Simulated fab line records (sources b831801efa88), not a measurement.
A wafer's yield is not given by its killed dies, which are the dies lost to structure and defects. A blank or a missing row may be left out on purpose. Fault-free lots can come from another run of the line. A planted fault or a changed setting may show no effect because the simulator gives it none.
Which tool was responsible? | flow gf180mcu | 12 lots with 36 wafers sampled at 7 steps, on a route of 602 steps

== WHAT THE GAUGES SHOWED, per wafer ==
GF_NSD_CD_MEAS_07 targets a cd of 400 nm.
lot  | measured     | on       | cdNm (nm)
L867 | day 13 22:36 | cdSem-02 | 399.3 399.7 401.7
L870 | day 15 02:12 | cdSem-01 | 397.2 396.5 401.1
L875 | day 16 21:52 | cdSem-01 | - - -
L876 | day 17 07:20 | cdSem-01 | 400.2 401.2 399.5
L878 | day 17 15:55 | cdSem-02 | 398.4 401.1 400.7
L879 | day 18 05:02 | cdSem-01 | 397.2 396.0 397.6
L881 | day 19 01:02 | cdSem-02 | 400.3 399.1 398.1
L882 | day 19 06:28 | cdSem-02 | 400.6 400.8 402.5
L883 | day 19 12:41 | cdSem-01 | 395.7 399.1 398.1
L885 | day 20 13:36 | cdSem-01 | 402.5 401.9 404.6
L887 | day 20 16:27 | cdSem-02 | 401.3 402.7 404.7
L889 | day 21 14:26 | cdSem-02 | 399.2 400.2 397.8

GF_NSD_TW_MEAS_12.
lot  | measured     | on           | NSD_TW
L867 | day 13 23:10 | filmMetro-04 | 4270 4254 4251
L870 | day 15 02:46 | filmMetro-04 | 4263 4261 4258
L875 | day 16 22:25 | filmMetro-04 | 30 30 30
L876 | day 17 07:53 | filmMetro-01 | 4228 4223 4238
L878 | day 17 16:28 | filmMetro-04 | 4242 4242 4259
L879 | day 18 05:35 | filmMetro-04 | 4248 4255 4241
L881 | day 19 01:35 | filmMetro-01 | 4236 4251 4234
L882 | day 19 07:01 | filmMetro-03 | 4238 4247 4242
L883 | day 19 13:14 | filmMetro-01 | 4222 4218 4221
L885 | day 20 14:10 | filmMetro-04 | 4226 4222 4239
L887 | day 20 17:01 | filmMetro-04 | 4207 4220 4248
L889 | day 21 14:59 | filmMetro-04 | 4259 4249 4244

GF_PSD_TW_MEAS_11.
lot  | measured     | on           | PSD_TW
L867 | day 14 19:49 | filmMetro-01 | 3173 3165 3169
L870 | day 16 01:04 | filmMetro-04 | 3191 3170 3161
L875 | day 17 22:25 | filmMetro-04 | 4241 4245 4263
L876 | day 18 08:13 | filmMetro-01 | 3169 3190 3171
L878 | day 18 16:31 | filmMetro-03 | 3164 3163 3170
L879 | day 19 05:17 | filmMetro-04 | 3164 3180 3153
L881 | day 20 02:50 | filmMetro-01 | 3183 3163 3190
L882 | day 20 07:38 | filmMetro-03 | 3173 3174 3183
L883 | day 20 13:27 | filmMetro-04 | 3160 3175 3193
L885 | day 21 14:28 | filmMetro-03 | 3193 3211 3204
L887 | day 21 17:22 | filmMetro-04 | 3194 3182 3192
L889 | day 22 15:02 | filmMetro-04 | 3190 3182 3187

GF_V2_OVL_MEAS_15.
lot  | measured     | on         | V2_OVL (nm)
L867 | day 21 02:08 | overlay-02 | -7 3 3
L870 | day 22 08:32 | overlay-02 | -9 -4 -4
L875 | day 24 05:58 | overlay-02 | 2 2 -1
L876 | day 24 15:11 | overlay-02 | -1 -5 1
L878 | day 24 22:26 | overlay-02 | -2 1 3
L879 | day 25 09:45 | overlay-01 | 2 8 3
L881 | day 26 06:26 | overlay-02 | -5 11 7
L882 | day 26 08:14 | overlay-02 | 0 -11 -3
L883 | day 26 16:15 | overlay-01 | -2 -1 2
L885 | day 27 10:17 | overlay-02 | 0 -1 0
L887 | day 27 13:53 | overlay-02 | -6 1 -6
L889 | day 28 09:17 | overlay-01 | 2 -11 2

GF_V2_THK_MEAS_25: measures by xrf.
lot  | measured     | on           | V2_W_THK (nm)
L867 | day 21 03:13 | filmMetro-03 | 374 364 363
L870 | day 22 09:34 | filmMetro-02 | 361 372 356
L875 | day 24 08:01 | filmMetro-01 | 353 358 354
L876 | day 24 16:16 | filmMetro-01 | 353 360 356
L878 | day 24 23:29 | filmMetro-02 | 364 361 374
L879 | day 25 10:48 | filmMetro-01 | 353 365 365
L881 | day 26 07:37 | filmMetro-02 | 382 377 379
L882 | day 26 09:16 | filmMetro-03 | 369 356 353
L883 | day 26 17:17 | filmMetro-01 | 371 360 374
L885 | day 27 11:19 | filmMetro-02 | 361 361 368
L887 | day 27 14:55 | filmMetro-02 | 363 373 361
L889 | day 28 10:41 | filmMetro-01 | 363 362 374

== TOOL THAT RAN EACH LOT (tool first, then ch and the chambers of the sampled wafers, then the start) ==
lot  | GF_NSD_EXPOSE_04                   | GF_CONTACT_CMP_27
L867 | ilineStepper-01 ch 0, day 13 12:27 | cmp-02 ch 2,3, day 16 19:44
L870 | ilineStepper-01 ch 0, day 14 16:05 | cmp-01 ch 2,3, day 18 02:19
L875 | ilineStepper-02 ch 0, day 16 10:53 | cmp-02 ch 2,3, day 20 01:49
L876 | ilineStepper-02 ch 0, day 16 19:34 | cmp-02 ch 2,3, day 20 12:49
L878 | ilineStepper-02 ch 0, day 17 04:47 | cmp-01 ch 0,1,2, day 20 20:43
L879 | ilineStepper-01 ch 0, day 17 17:22 | cmp-02 ch 0,3, day 21 08:55
L881 | ilineStepper-02 ch 0, day 18 12:49 | cmp-01 ch 2,3, day 22 06:53
L882 | ilineStepper-02 ch 0, day 18 18:16 | cmp-02 ch 1,2,3, day 22 09:47
L883 | ilineStepper-01 ch 0, day 19 00:46 | cmp-02 ch 1,3, day 22 16:01
L885 | ilineStepper-02 ch 0, day 20 02:05 | cmp-02 ch 0,1,3, day 23 15:32
L887 | ilineStepper-02 ch 0, day 20 04:33 | cmp-02 ch 0,1,2, day 23 18:31
L889 | ilineStepper-02 ch 0, day 21 02:34 | cmp-01 ch 0,1,2, day 24 15:35
- GF_NSD_EXPOSE_04: exposes mask Nplus, target cd 400 nm.
- GF_CONTACT_CMP_27: polishes, stops on SiO2, t overpolish 15 s, target thk 0 nm.

== AS READ BY THE TOOLS THEMSELVES (means over the sampled wafers that have a number; for cases with no such wafer, the mark the record gives instead) ==
GF_NSD_EXPOSE_04.
lot  | tool            | stageVelMmS (mm/s)
L867 | ilineStepper-01 | 500.28
L870 | ilineStepper-01 | 500.10
L875 | ilineStepper-02 | 499.73
L876 | ilineStepper-02 | 499.69
L878 | ilineStepper-02 | 499.87
L879 | ilineStepper-01 | 499.64
L881 | ilineStepper-02 | 500.02
L882 | ilineStepper-02 | 500.05
L883 | ilineStepper-01 | 499.95
L885 | ilineStepper-02 | 499.68
L887 | ilineStepper-02 | 500.01
L889 | ilineStepper-02 | 500.12

GF_CONTACT_CMP_27.
lot  | tool   | edgeZonePressureFrac | motorCurrentA (A) | overpolishRunS (s) | timeToEndpointS (s)
L867 | cmp-02 | 0.994                | 11.3              | 15.007             | 76
L870 | cmp-01 | 0.995                | 11.2              | 14.997             | 74
L875 | cmp-02 | 1.000                | 10.9              | 15.002             | 73
L876 | cmp-02 | 0.999                | 11.3              | 14.997             | 77
L878 | cmp-01 | 1.002                | 11.5              | 15.002             | 71
L879 | cmp-02 | 0.998                | 10.9              | 15.008             | 75
L881 | cmp-01 | 1.001                | 11.3              | 15.000             | 70
L882 | cmp-02 | 0.998                | 11.2              | 15.008             | 78
L883 | cmp-02 | 0.998                | 11.4              | 14.998             | 79
L885 | cmp-02 | 0.996                | 10.8              | 15.003             | 72
L887 | cmp-02 | 1.003                | 10.3              | 15.002             | 71
L889 | cmp-01 | 1.000                | 11.4              | 14.996             | 75

== THE ANSWER, worked out from the rows above alone ==
Rule: the usual values come from the lots themselves. The widest of any qualifying gaps counts: lots, ordered by their means at a reading, are off when they make up no more than a third of the lots, leave a main group of 4 or more, and stand apart from it by 3 or more times the standard deviation of that group's means. A main group whose means are all the same, to the digits that the tables above print for the reading, isn't used. Also off: a lot with no number at a reading for which 4 or more lots have one. Where the step has rows for the other lots, those lots are counted as sound. Order of review: gauges by route order, followed by the tools' own readings, for which a lot's mean as printed above is used. The first step at which some lot is off is used, and at that step the reading that is off furthest; a lot without a number counts as furthest.
Off: L875, at GF_NSD_CD_MEAS_07 (cdNm). Without a number there: L875. Mean 399.9 nm and standard deviation 1.9 in the main group.
If a tool, at a process step before that reading, ran all the lots that are off and no sound lot after the first of them, it fits. The gauges at GF_NSD_CD_MEAS_07 aren't tried: what is off there is off at GF_NSD_TW_MEAS_12 too, on other tools, and a gauge's error can't cause that. Of those tried, none fits.

== WHAT WAS PUT IN BY THE SIMULATOR ==
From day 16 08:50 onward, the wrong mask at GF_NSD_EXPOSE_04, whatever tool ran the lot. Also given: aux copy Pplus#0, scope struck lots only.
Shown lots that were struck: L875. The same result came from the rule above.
